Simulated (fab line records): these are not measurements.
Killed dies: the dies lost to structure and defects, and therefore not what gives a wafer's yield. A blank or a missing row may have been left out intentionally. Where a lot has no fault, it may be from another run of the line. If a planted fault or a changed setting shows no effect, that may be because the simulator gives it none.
One fault through the eyes of 2 desks || flow sky130 || every desk sees just its own numbers, and what lay behind them comes last

THE METROLOGY DESK
What the gauges read, lot by lot, whatever tool the lot ran on: means of the sampled wafers that have a number. A lot is out of limits, marked OUT, if its mean lies more than 4 standard deviations from the usual mean; the brackets give that distance.
Columns: A = SD_N_OVL at SKY_SD_N_OVL_MEAS_08, usual 0.4 nm; B = LI_CONTACT_W_RS at SKY_LI_CONTACT_RS_MEAS_22, usual 0.284 ohm/sq; C = LI_CONTACT_W_THK at SKY_LI_CONTACT_THK_MEAS_23, usual 387 nm
{"lot": "L111", "first seen here": "day 27 17:57", "A": 0.3, "B": 0.283, "C": 386}
{"lot": "L112", "first seen here": "day 27 22:34", "A": 1.7, "B": 0.284, "C": 386}
{"lot": "L113", "first seen here": "day 28 16:43", "A": -0.4, "B": 0.285, "C": 387}
{"lot": "L114", "first seen here": "day 28 19:48", "A": -0.1, "B": 0.284, "C": 385}
{"lot": "L117", "first seen here": "day 30 01:23", "A": 1.6, "B": 0.281, "C": 394}
{"lot": "L122", "first seen here": "day 31 18:00", "A": 0.4, "B": 0.285, "C": 389}
{"lot": "L121", "first seen here": "day 31 19:31", "A": -1.3, "B": 0.284, "C": 383}
{"lot": "L123", "first seen here": "day 31 21:14", "A": 0.4, "B": 0.286, "C": 387}
{"lot": "L127", "first seen here": "day 33 11:46", "A": -0.5, "B": 0.278, "C": 395}
{"lot": "L129", "first seen here": "day 34 00:01", "A": 1.3, "B": 0.280, "C": 392}
{"lot": "L131", "first seen here": "day 34 05:27", "A": 0.9, "B": 0.288, "C": 378}
{"lot": "L132", "first seen here": "day 34 12:30", "A": 1.2, "B": 0.281, "C": 392}
This desk's finding: nothing out of limits on any of the 12 lots.

DESK OF THE TOOL OWNER: cvd w-01
The tool's own readings at SKY_LI_CONTACT_CVD_21 (deposits W, target thk 400 nm, time 120.56 s): means of the sampled wafers that have a number, for each lot that ran on this tool. A lot is out of limits, marked OUT, if its mean lies more than 4 standard deviations from the usual mean; the brackets give that distance.
Columns: A = heater power w at SKY_LI_CONTACT_CVD_21, usual 885 W
{"lot": "L112", "first seen here": "day 29 05:49", "A": 893}
{"lot": "L113", "first seen here": "day 29 23:13", "A": 903}
{"lot": "L114", "first seen here": "day 30 02:35", "A": 920}
{"lot": "L122", "first seen here": "day 32 23:47", "A": 889}
{"lot": "L123", "first seen here": "day 33 02:29", "A": 889}
{"lot": "L127", "first seen here": "day 34 16:41", "A": 899}
{"lot": "L129", "first seen here": "day 35 05:17", "A": 903}
This desk's finding: nothing out of limits on any of the 7 lots.

ALL TOGETHER
Nothing out of limits was seen by the metrology desk.
The desk of the tool owner found nothing out of limits.

WHAT THE SIMULATOR HAD INSERTED
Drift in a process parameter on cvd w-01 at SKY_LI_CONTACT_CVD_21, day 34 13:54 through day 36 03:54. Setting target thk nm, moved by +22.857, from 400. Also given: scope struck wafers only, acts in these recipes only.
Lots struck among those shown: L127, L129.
